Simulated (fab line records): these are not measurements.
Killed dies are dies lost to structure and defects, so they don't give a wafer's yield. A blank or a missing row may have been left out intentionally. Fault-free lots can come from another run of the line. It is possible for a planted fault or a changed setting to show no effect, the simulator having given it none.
Which of the tools did it? -- flow sky130 -- 12 lots, 36 wafers sampled, at 4 steps of a route of 708

WHAT THE GAUGES SHOWED, per wafer
SKY_VIA4_OVL_MEAS_11. Usual: VIA4_OVL typically reads -0.2 nm, with standard deviation 1.4.
lot,measured,on,VIA4_OVL (nm),flag
L383,day 43 20:51,overlay-01,-0.6 -0.6 -0.2,
L387,day 43 21:08,overlay-02,0.4 -1.7 -1.7,
L388,day 43 21:35,overlay-02,1.0 1.8 0.2,
L389,day 44 20:47,overlay-01,-1.3 -1.8 -2.5,
L390,day 44 22:05,overlay-01,1.0 1.0 0.7,
L391,day 45 01:30,overlay-01,-2.0 -2.9 -2.9,
L393,day 48 22:14,overlay-01,0.7 0.3 -1.7,
L396,day 48 22:32,overlay-01,-1.1 -1.3 -0.7,
L392,day 48 23:32,overlay-02,2.1 0.2 0.5,
L402,day 49 00:50,overlay-01,2.7 1.0 2.6,
L403,day 49 08:41,overlay-01,-1.2 -0.8 -1.5,
L399,day 49 10:45,overlay-01,2.0 1.6 0.2,

SKY_PASSIVATION_THK_MEAS_01. Usual: PASSIVATION_CVD_00_THK typically reads 89.2 nm, with standard deviation 1.2.
lot,measured,on,PASSIVATION_CVD_00_THK (nm),flag
L383,day 44 22:04,film-metro-02,89.1 89.9 89.3,
L387,day 44 22:17,film-metro-03,88.1 89.5 88.8,
L388,day 44 22:16,film-metro-02,89.1 88.7 92.4,
L389,day 45 23:49,film-metro-03,88.4 86.2 88.4,
L390,day 46 00:25,film-metro-03,88.8 90.6 90.1,
L391,day 46 03:50,film-metro-03,90.9 90.1 89.7,
L393,day 49 18:25,film-metro-04,86.0 87.7 88.1,
L396,day 49 19:26,film-metro-02,89.0 90.5 91.3,
L392,day 49 20:26,film-metro-04,88.1 91.0 91.1,
L402,day 49 20:46,film-metro-02,87.8 87.3 90.0,
L403,day 50 03:47,film-metro-02,87.7 89.1 89.8,
L399,day 50 06:21,film-metro-04,89.3 90.2 91.8,

WHICH TOOL RAN EACH LOT (tool, then ch and the chambers of the sampled wafers, then the start)
lot,SKY_METAL5_SPUTTER_00,SKY_METAL5_METAL_ETCH_15
L383,"pvd-sputter-04, day 43 22:31","rie-metal-03 ch 0,1, day 44 20:10"
L387,"pvd-sputter-03, day 43 22:39","rie-metal-02 ch 0,1, day 44 20:28"
L388,"pvd-sputter-04, day 43 23:13","rie-metal-01 ch 1, day 44 21:07"
L389,"pvd-sputter-02, day 44 22:59","rie-metal-03 ch 0,1, day 45 22:55"
L390,"pvd-sputter-02, day 44 23:47","rie-metal-03 ch 0,1, day 45 23:34"
L391,"pvd-sputter-03, day 45 02:56","rie-metal-01 ch 0,1, day 46 03:02"
L393,"pvd-sputter-03, day 48 23:38","rie-metal-03 ch 0,1, day 49 17:34"
L396,"pvd-sputter-04, day 48 23:59","rie-metal-01 ch 0,1, day 49 18:34"
L392,"pvd-sputter-03, day 49 00:56","rie-metal-03 ch 0,1, day 49 19:34"
L402,"pvd-sputter-04, day 49 02:16","rie-metal-01 ch 0,1, day 49 19:55"
L403,"pvd-sputter-04, day 49 10:05","rie-metal-03 ch 0,1, day 50 02:55"
L399,"pvd-sputter-04, day 49 12:13","rie-metal-02 ch 0,1, day 50 05:33"
- SKY_METAL5_SPUTTER_00: material Ti, target thk 15 nm, time 10 s.
- SKY_METAL5_METAL_ETCH_15: etches the open film in Cl2/BCl3, stops on SiO2, target depth 1260 nm, time 252 s.

AS READ BY THE TOOLS THEMSELVES (means over the sampled wafers that have a number; for cases with no such wafer, the mark the record gives instead)
SKY_METAL5_SPUTTER_00. Usual: 29.9 % for throttle-valve-pct, sd 1.2.
lot,tool,throttle-valve-pct (%),flag
L383,pvd-sputter-04,31.2,
L387,pvd-sputter-03,30.3,
L388,pvd-sputter-04,30.1,
L389,pvd-sputter-02,30.0,
L390,pvd-sputter-02,29.6,
L391,pvd-sputter-03,29.4,
L393,pvd-sputter-03,29.2,
L396,pvd-sputter-04,31.3,
L392,pvd-sputter-03,29.8,
L402,pvd-sputter-04,30.4,
L403,pvd-sputter-04,30.3,
L399,pvd-sputter-04,29.7,

SKY_METAL5_METAL_ETCH_15. Usual: bias-w 48.50 W, standard deviation 0.14; drypump-motor-current-A 5.98 A, standard deviation 0.21; he-backside-leak-sccm 3.4 sccm, standard deviation 0.31; oes-product-au 0.894 a.u., standard deviation 0.0049; throttle-valve-pct 22.264 %, standard deviation 0.0087.
lot,tool,bias-w (W),drypump-motor-current-A (A),he-backside-leak-sccm (sccm),oes-product-au (a.u.),throttle-valve-pct (%),flag
L383,rie-metal-03,48.49,5.98,3.1,0.900,22.260,
L387,rie-metal-02,48.36,6.03,3.4,0.894,22.264,
L388,rie-metal-01,48.53,5.76,3.5,0.891,22.265,
L389,rie-metal-03,48.48,5.96,3.2,0.895,22.268,
L390,rie-metal-03,48.51,5.99,3.3,0.889,22.258,
L391,rie-metal-01,48.64,6.11,3.5,0.893,22.268,
L393,rie-metal-03,48.51,5.97,3.3,0.893,22.266,
L396,rie-metal-01,48.51,5.93,3.5,0.893,22.258,
L392,rie-metal-03,48.58,5.96,3.3,0.891,22.269,
L402,rie-metal-01,48.37,5.95,3.5,0.897,22.271,
L403,rie-metal-03,48.63,5.95,3.4,0.895,22.261,
L399,rie-metal-02,48.68,5.88,3.3,0.891,22.270,

THE ANSWER, worked out from the rows above alone
Rule: take the mean of a lot's wafers that have a number; if it is more than 3 standard deviations from the usual mean, the lot is off. Also off: a lot with no number at a reading for which 4 or more lots have one. All remaining lots with rows at the step are treated as sound. Order of review: gauges by route order, followed by the tools' own readings, for which a lot's mean as printed above is used. At the first step where some lot is off, the reading lying furthest off is the one used; lots without a number count as furthest.
None of the lots is off at any reading shown; this tells nothing.

WHAT THE SIMULATOR HAD INSERTED
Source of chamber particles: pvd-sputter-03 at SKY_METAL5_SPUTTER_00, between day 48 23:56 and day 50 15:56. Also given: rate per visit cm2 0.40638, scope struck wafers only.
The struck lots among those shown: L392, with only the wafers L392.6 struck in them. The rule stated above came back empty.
